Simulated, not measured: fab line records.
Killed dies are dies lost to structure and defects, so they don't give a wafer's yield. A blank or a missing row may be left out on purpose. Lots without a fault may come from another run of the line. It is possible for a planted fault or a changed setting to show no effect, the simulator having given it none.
Which tool did it? :: flow gf180mcu :: 7 lots with 21 wafers sampled at 3 steps, on a route of 602 steps

WHAT THE GAUGES SHOWED, per wafer
GF_MIM_RS_MEAS_10: measures by four-point-probe.
lot: L608
measured: day 25 02:07
on: film_metro-02
MIM_ALCU_RS (ohm/sq): 0.1605 0.1600 0.1601

lot: L610
measured: day 25 18:50
on: film_metro-04
MIM_ALCU_RS (ohm/sq): 0.1620 0.1620 0.1642

lot: L613
measured: day 27 01:48
on: film_metro-03
MIM_ALCU_RS (ohm/sq): 0.1628 0.1630 0.1632

lot: L617
measured: day 27 20:09
on: film_metro-02
MIM_ALCU_RS (ohm/sq): 0.1622 0.1610 0.1608

lot: L621
measured: day 29 04:04
on: film_metro-03
MIM_ALCU_RS (ohm/sq): 0.1600 0.1579 0.1578

lot: L630
measured: day 31 18:18
on: film_metro-02
MIM_ALCU_RS (ohm/sq): 0.1619 0.1629 0.1632

EACH LOT AND THE TOOL THAT RAN IT (in order: tool; ch and the chambers of the sampled wafers; start)
lot: L608
GF_HV_LDD_DEVELOP_45: litho_track-01 ch 0, day 12 22:28
GF_MIM_CVD_05: pecvd-01 ch 1,2, day 25 01:55

lot: L610
GF_HV_LDD_DEVELOP_45: litho_track-03 ch 0, day 13 11:05
GF_MIM_CVD_05: pecvd-02 ch 1,2, day 25 18:37

lot: L613
GF_HV_LDD_DEVELOP_45: litho_track-01 ch 0, day 14 16:43
GF_MIM_CVD_05: pecvd-02 ch 1,2, day 27 01:37

lot: L617
GF_HV_LDD_DEVELOP_45: litho_track-01 ch 0, day 15 16:49
GF_MIM_CVD_05: pecvd-03 ch 1,2, day 27 19:56

lot: L621
GF_HV_LDD_DEVELOP_45: litho_track-01 ch 0, day 17 03:52
GF_MIM_CVD_05: pecvd-03 ch 1,2, day 29 03:51

lot: L626
GF_HV_LDD_DEVELOP_45: litho_track-03 ch 0, day 18 22:32
GF_MIM_CVD_05: -

lot: L630
GF_HV_LDD_DEVELOP_45: litho_track-01 ch 0, day 20 08:28
GF_MIM_CVD_05: pecvd-02 ch 1,2, day 31 17:56
- GF_HV_LDD_DEVELOP_45: develop time 60 s.
- GF_MIM_CVD_05: deposits Si3N4, target thk 42 nm, time 29.086 s.

THE ANSWER, worked out from the rows above alone
Rule: usual is defined by the lots themselves. Put in order of their means at a reading, lots are off if they are a third of the lots or fewer, leave a main group of 4 or more, and stand apart from it by a gap of 3 or more times the standard deviation of the main group's means; of several such gaps the widest counts. A main group whose means are all the same, to the digits that the tables above print for the reading, isn't used. A lot without any number at a reading at which 4 lots or more have one is off too. Where the step has rows for the other lots, those lots are counted as sound.
None of the lots is off at any reading shown; this tells nothing.

WHAT THE SIMULATOR HAD PUT IN
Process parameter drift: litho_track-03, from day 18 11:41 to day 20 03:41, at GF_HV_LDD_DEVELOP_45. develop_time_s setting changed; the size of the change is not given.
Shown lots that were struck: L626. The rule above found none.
